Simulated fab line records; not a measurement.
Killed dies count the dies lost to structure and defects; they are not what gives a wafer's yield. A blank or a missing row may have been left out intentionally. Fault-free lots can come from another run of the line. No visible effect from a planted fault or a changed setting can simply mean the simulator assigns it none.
Comparing a struck lot with a sound one :: flow sky130 :: 15 out of 708 route steps
Sound: these wafers, L939.3, L939.5, L939.6. The struck wafers were L950.2, L950.3, L950.5. Last of all comes the cause.
Order at every step that has rows: each side's tool, ch and its chambers, its first start. Under that, the readings that differ: sound wafers :: struck wafers :: difference of the means :: sigmas: that difference in standard deviations of wafers without a fault.
alike: readings with means less than 2 such deviations apart, plus words and numbers identical on both sides. not compared: withheld readings, readings lacking a value on some wafer, bounds such as >300 that could conceal the same value, and numbers that have no deviation in the record and whose values overlap.
A row with sigmas, a row that says differs or no value, or rows on one side alone: a step with any of these is where the two part. Numbers that don't overlap but have no deviation are shown without sigmas and don't part them. Lack of a reading on every wafer of one side parts them only where that side has two or more wafers.

SKY_CAPM_THK_MEAS_01:
  struck on film_metro-01, day 42 07:26; sound on film_metro-04, day 39 09:41
  alike: CAPM_CVD_00_THK
SKY_CAPM_SPUTTER_02: material TiN, target thk 200 nm, time 166.7 s.
  struck on pvd_sputter-03, day 42 07:29; sound on pvd_sputter-02, day 39 09:43
  alike: substrate_temp_c, susceptor_temp_C, throttle_valve_pct
SKY_CAPM_RS_MEAS_03: uses a four-point probe to measure.
  struck on film_metro-04, day 42 07:37; sound on film_metro-01, day 39 09:52
  alike: CAPM_TIN_RS
SKY_CAPM_THK_MEAS_04: measures by xrf.
  struck on film_metro-04, day 42 07:43; sound on film_metro-01, day 39 09:58
  alike: CAPM_TIN_THK
then, 7 steps without rows for these wafers: SKY_CAPM_DEHYDRATE_05 (time 60 s); SKY_CAPM_HMDS_06 (prime time 60 s); SKY_CAPM_COAT_07 (resist thk 1140 nm); SKY_CAPM_SOFTBAKE_08 (time 60 s); SKY_CAPM_EXPOSE_09 (exposes mask CAPM, target cd 1000 nm); SKY_CAPM_PEB_10; SKY_CAPM_DEVELOP_11 (develop time 60 s).
SKY_CAPM_OVL_MEAS_12:
  struck on overlay-02, day 43 06:26; sound on overlay-02, day 40 09:50
  alike: CAPM_OVL
SKY_CAPM_METAL_ETCH_13: etches TiN in Cl2/BCl3, stops on SiO2, target depth 220 nm, time 62.9 s.
  sound on rie_metal-02 ch 0,1, day 40 09:54; struck on rie_metal-02 ch 0,1, day 43 06:28
  no value came back on the struck wafers for any of 7 readings (bcl3_flow_sccm (sccm), bias_w (W) and others); on the sound wafers bcl3_flow_sccm (sccm) reads 29.93 30.07 30.02
reading: model.NOVOLAK_of_CAPM_COAT_07.thk_nm (nm)
sound: 998.7 997.7 995.2
struck: 1142 1144 1142
difference: +145
sigmas: 
  not compared: rf_hours_counter_h
SKY_CAPM_STRIP_14: strips in O2/N2.
  sound on plasma_asher-04 ch 0,1, day 40 10:00; struck on plasma_asher-01 ch 1, day 43 06:32
reading: strip_time_to_endpoint_s (s)
sound: 12.73 12.71 12.68
struck: 14.21 14.23 14.21
difference: +1.51
sigmas: +32
  alike: chamber_pressure_mTorr, drypump_motor_current_A, oes_product_au
  not compared: rf_hours_counter_h
then, 1 step without rows for these wafers: SKY_CAPM_STRIP_15 (strips in post etch residue remover, time 1200 s).

WHERE THEY PART
At SKY_CAPM_METAL_ETCH_13 first; at SKY_CAPM_STRIP_14 last (within this record only).

WHY: whatever the simulator had introduced
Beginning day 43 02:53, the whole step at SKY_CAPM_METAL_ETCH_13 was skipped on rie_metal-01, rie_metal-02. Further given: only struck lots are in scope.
